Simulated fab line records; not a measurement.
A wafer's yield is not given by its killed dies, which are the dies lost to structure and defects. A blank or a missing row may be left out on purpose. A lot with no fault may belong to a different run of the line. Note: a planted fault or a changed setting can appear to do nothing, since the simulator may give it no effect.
Matching of chambers	flow sfq line	3 sister chambers for SFQ_TRILAYER_I2_DEP_PECVD_063 on pecvd-03
The step deposits SiO2 from SiH4/N2O, time 111.11 s, target thk 500 nm. 14 wafers are shown with their chamber, then 7 later ones without.

## WAFERS, EACH WITH ITS CHAMBER
wafer	chamber	throttle valve pct (%)	heater power w (W)	chamber pressure Torr (Torr)
L341.2	0	23.2	111	2.400
L341.3	1	24.3	118	2.399
L341.5	1	24.2	120	2.399
L344.1	2	27.2	91	2.388
L344.2	0	23.4	104	2.403
L344.6	2	27.0	90	2.400
L347.1	0	23.3	101	2.400
L347.3	1	24.5	118	2.405
L347.4	1	24.2	120	2.405
L349.3	0	23.6	103	2.403
L349.4	2	27.1	89	2.399
L349.5	0	23.6	102	2.405
L351.1	0	23.6	106	2.401
L351.3	2	27.4	85	2.398

SIGNATURES, as means of the wafers listed above
reading	chamber 0	chamber 1	chamber 2	scatter within a chamber
throttle valve pct	23.450	24.300	27.175	0.166
heater power w	104.50	119.00	88.75	2.86
chamber pressure Torr	2.40200	2.40200	2.39625	0.00368
Rule: a wafer's distance from a chamber is the root of the sum, over the readings, of the square of ((its reading less the chamber's mean) divided by the reading's scatter). The wafer belongs to the nearest chamber; if the next one is less than 2 further off, it can't be placed. How the scatter is found: for the shown wafers, subtract from each reading the mean of its chamber, square and add these, divide the total by (wafers less chambers), then take the root.

## WAFERS WHOSE CHAMBER IS MISSING
wafer	throttle valve pct (%)	heater power w (W)	chamber pressure Torr (Torr)
L351.4	23.7	89	2.398
L359.1	23.6	107	2.398
L359.3	27.3	87	2.405
L359.6	23.3	107	2.398
L362.2	23.7	97	2.406
L362.5	23.4	102	2.399
L362.6	24.4	119	2.402

## WHICH CHAMBER EACH WENT THROUGH
wafer	from the rows above	in truth
L351.4	0	0
L359.1	0	0
L359.3	2	2
L359.6	0	0
L362.2	0	0
L362.5	0	0
L362.6	1	1
Correctly placed: 7 of 7. From these rows, 0 cannot be placed. Number placed wrongly: 0.
